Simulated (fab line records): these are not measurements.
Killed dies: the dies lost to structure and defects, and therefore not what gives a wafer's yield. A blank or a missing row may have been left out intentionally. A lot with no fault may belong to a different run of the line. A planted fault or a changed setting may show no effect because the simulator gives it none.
Code-filled problem report in 8D (eight disciplines) form :: flow sky130 :: the parts of the form that need people (team, actions taken, sign-off) are left out

1. WHAT WENT WRONG
Mean SONOS_ONO_OXIDATION_THK at SKY_SONOS_ONO_THK_MEAS_01: 2.24 nm over 9 wafers in 3 lots; fault-free wafers: 2.61 nm, standard deviation 0.052. Measured from the usual mean, that is -7.1 standard deviations.
First observed at day 13 22:35: wafer L637.1, on film metro-04. The record holds 36 wafers of 12 lots with a number at this step. Rule for "out", or "out of limits": more than 4 standard deviations from the usual mean. The other wafers with a number count as sound.

2. WHAT IT IS, AND WHAT IT ISN'T
question: which readings at this step
is: SONOS_ONO_OXIDATION_THK
is not: -

question: which lots
is: L637, L638, L639
is not: L631, L632, L636, L643, L647, L649, L651, L652, L653

question: which wafers of those lots
is: all that have a number
is not: -

question: read on which gauges
is: film metro-03, film metro-04
is not: film metro-01

question: when
is: from day 13 22:35
is not: up to then (9 sound wafers); but 18 sound wafers of L643, L647, L649, L651, L652, L653 came after

3. THE SUSPECTS, EACH WITH WHAT RULES IT OUT
Counting: a tool at any process step up to the reading remains a suspect when it ran all the lots that are out and ran no sound lot after the first of those.
- the gauge at SKY_SONOS_ONO_THK_MEAS_01 is ruled out. Those wafers that are out were read across 2 gauges (film metro-03, film metro-04).
- furnace-01 at SKY_SONOS_ONO_OXIDATION_00 (stabilise 600 s, purge 300 s, target thk 2.6 nm): ruled out as a lasting fault. The sound lots L651 went through it after L637, its earliest lot that is out (day 13 21:14).
Left after counting: nothing in the record.

4. THE CAUSE (what the simulator had put in)
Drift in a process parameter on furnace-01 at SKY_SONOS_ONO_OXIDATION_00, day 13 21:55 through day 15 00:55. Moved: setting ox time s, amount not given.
The count ruled it out by mistake, since the rule takes a fault to strike every lot its tool runs from the start of the fault on, and this one did not do so.

5. THE EFFECT CHAIN, in route order
Rows list readings where the struck wafers' mean (over those with a number) sits beyond 3 standard deviations from the usual. Only readings whose record carries a usual standard deviation are examined. hours: median over the lots of the time between each lot's start at the first step of this table that gives one and its start at this step. sigmas: the change, counted in usual standard deviations.
hours: 0
step: SKY_SONOS_ONO_THK_MEAS_01
reading: SONOS_ONO_OXIDATION_THK
usual: 2.61 nm
on struck wafers: 2.24
change: -0.37
sigmas: -7.1
Later measuring or inspecting steps at which every struck wafer that the step has a row for has a number for every such reading, and none has moved that far: SKY_RES_PROTECT_TW_MEAS_08, SKY_CONTACT_THK_MEAS_01, SKY_CONTACT_THK_MEAS_03.

6. HOW IT WOULD HAVE BEEN CAUGHT EARLIER
In this record the first reading out of limits at a measuring or inspecting step was taken at day 13 22:35, 1 hour after the fault began at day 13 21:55.
An alarm limit of 4 standard deviations would not have fired on the tool readings at SKY_SONOS_ONO_OXIDATION_00 for which the record gives a usual standard deviation, since none of them was out on any struck wafer.
